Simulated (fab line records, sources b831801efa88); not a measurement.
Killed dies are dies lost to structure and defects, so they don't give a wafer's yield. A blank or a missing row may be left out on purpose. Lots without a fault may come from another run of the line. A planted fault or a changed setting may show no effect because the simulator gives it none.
Which tool did it? | flow gf180mcu | 7 lots, 21 wafers sampled, at 1 step of a route of 602

WHAT THE GAUGES READ, wafer by wafer
GF_HV_LDD_RS_MEAS_53: measures by four-point-probe.
lot  | measured     | on            | HV_LDD_RS (ohm/sq)
L994 | day 12 19:25 | film_metro-02 | 414.1 414.9 414.9
L998 | day 14 08:48 | film_metro-02 | 414.1 413.5 414.0
L100 | day 14 20:53 | film_metro-02 | 415.7 414.8 415.3
L106 | day 16 17:50 | film_metro-03 | 414.8 415.0 414.3
L108 | day 17 08:27 | film_metro-04 | 414.0 413.9 414.2
L111 | day 18 05:31 | film_metro-03 | 413.4 414.2 413.2
L116 | day 20 03:38 | film_metro-04 | 413.3 414.2 415.5

WHICH TOOL RAN EACH LOT (tool, then ch and the chambers of the sampled wafers, then the start)
The record holds no process step before these readings.

THE ANSWER, worked out from the rows above alone
Rule: what is usual is taken from the lots themselves. Put in order of their means at a reading, lots are off if they are a third of the lots or fewer, leave a main group of 4 or more, and stand apart from it by a gap of 3 or more times the standard deviation of the main group's means; of several such gaps the widest counts. A main group whose means are all the same, to the digits that the tables above print for the reading, isn't used. A lot without any number at a reading at which 4 lots or more have one is off too. The other lots that the step has rows for count as sound.
No lot is off at any reading shown: from this, nothing can be told.

WHAT THE SIMULATOR HAD PUT IN
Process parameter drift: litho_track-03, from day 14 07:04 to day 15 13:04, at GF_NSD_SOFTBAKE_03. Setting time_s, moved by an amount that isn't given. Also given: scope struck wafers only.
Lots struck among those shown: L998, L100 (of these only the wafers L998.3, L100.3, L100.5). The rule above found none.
